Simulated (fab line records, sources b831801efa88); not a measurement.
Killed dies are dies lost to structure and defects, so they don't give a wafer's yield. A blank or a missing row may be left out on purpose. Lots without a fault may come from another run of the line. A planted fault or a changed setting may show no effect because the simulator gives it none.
A struck lot beside a sound one | flow sky130 | 18 steps out of a route of 708
Sound: wafers L708.3, L708.4, L708.6. Struck: wafers L706.2, L706.3, L706.5. The cause comes at the end.
At each step with rows: each side's tool, then ch and its chambers, then its first start. Under that, the readings that differ: sound wafers | struck wafers | difference of the means | sigmas: that difference in standard deviations of wafers without a fault.
alike: readings whose means differ by less than 2 such deviations, and words and numbers that are the same on both sides. not compared: withheld readings, readings that some wafer has no value for, bounds like >300 that may hide the same value, and numbers for which the record gives no deviation and whose values overlap.
The two part at a step that has a row with sigmas, a row that says differs or no value, or rows on one side only. Numbers that don't overlap but have no deviation are shown without sigmas and don't part them. A reading that every wafer of one side lacks parts them only if that side has two wafers or more.

first, 3 steps without rows for these wafers: SKY_RES_PROTECT_PEB_05; SKY_RES_PROTECT_DEVELOP_06 (develop time 60 s); SKY_POLY_GATE_IMPLANT_02.
SKY_RES_PROTECT_STRIP_07: strips in O2/N2.
  sound on plasma_asher-01 ch 0,1, day 20 04:34; struck on plasma_asher-01 ch 0,1, day 18 22:52
  alike: drypump_motor_current_A, oes_product_au, strip_time_to_endpoint_s
  not compared: rf_hours_counter_h
SKY_RES_PROTECT_TW_MEAS_08:
  sound on film_metro-01, day 20 04:39; struck on film_metro-01, day 18 22:58
  alike: POLY_GATE_TW
then, 2 steps without rows for these wafers: SKY_RES_PROTECT_CLEAN_09 (cleans in SC1/SC2, time 150 s); SKY_POLY_GATE_CVD_03 (deposits Si3N4 from DCS/NH3, target thk 75 nm, time 1290 s).
SKY_POLY_GATE_THK_MEAS_04:
  sound on film_metro-01, day 20 07:05; struck on film_metro-03, day 19 01:30
  reading                   | sound          | struck         | difference | sigmas
  POLY_GATE_CVD_03_THK (nm) | 73.9 74.2 74.4 | 75.9 76.0 75.7 | +1.7       | +3
then, 4 steps without rows for these wafers: SKY_POLY_GATE_DEHYDRATE_05 (time 60 s); SKY_POLY_GATE_HMDS_06 (prime time 60 s); SKY_POLY_GATE_COAT_07 (resist thk 110 nm); SKY_POLY_GATE_COAT_08 (resist thk 450 nm).
SKY_POLY_GATE_SOFTBAKE_09: time 90 s.
  sound on litho_track-02 ch 0, day 20 22:00; struck on litho_track-01 ch 0, day 19 17:00
  reading                  | sound             | struck            | difference | sigmas
  heater_power_total_W (W) | 57.47 57.23 57.51 | 53.32 53.36 53.33 | -4.07      | -37
  plate_temp_C (C)         | 99.90 99.94 99.99 | 94.82 94.79 94.90 | -5.11      | -46
then, 2 steps without rows for these wafers: SKY_POLY_GATE_EXPOSE_10 (exposes mask P1M, target cd 150 nm); SKY_POLY_GATE_PEB_11.
SKY_POLY_GATE_DEVELOP_12: develop time 60 s.
  sound on litho_track-04 ch 0; struck on litho_track-01 ch 0
  reading                                          | sound             | struck            | difference | sigmas
  model.KrF-thick_of_POLY_GATE_COAT_08.thk_nm (nm) | 436.5 436.7 434.8 | 439.5 439.6 439.7 | +3.6       |
SKY_POLY_GATE_CD_MEAS_13: target cd 150 nm.
  sound on cd_sem-01, day 21 13:25; struck on cd_sem-02, day 20 08:44
  alike: cd_nm
-- the record jumps here: 28 days lie between the struck wafers' starts before and after (it left off in module POLY_GATE and takes up again in module PAD_OPEN, whose first step shown is number 708 of the route) --
SKY_PAD_OPEN_PROBE_99:
  the record has rows for the struck wafers here (prober-02, day 48 10:52) and none for the sound ones

WHERE THEY PART
First at SKY_POLY_GATE_THK_MEAS_04; last, within this record, at SKY_PAD_OPEN_PROBE_99.

WHY: what the simulator had put in
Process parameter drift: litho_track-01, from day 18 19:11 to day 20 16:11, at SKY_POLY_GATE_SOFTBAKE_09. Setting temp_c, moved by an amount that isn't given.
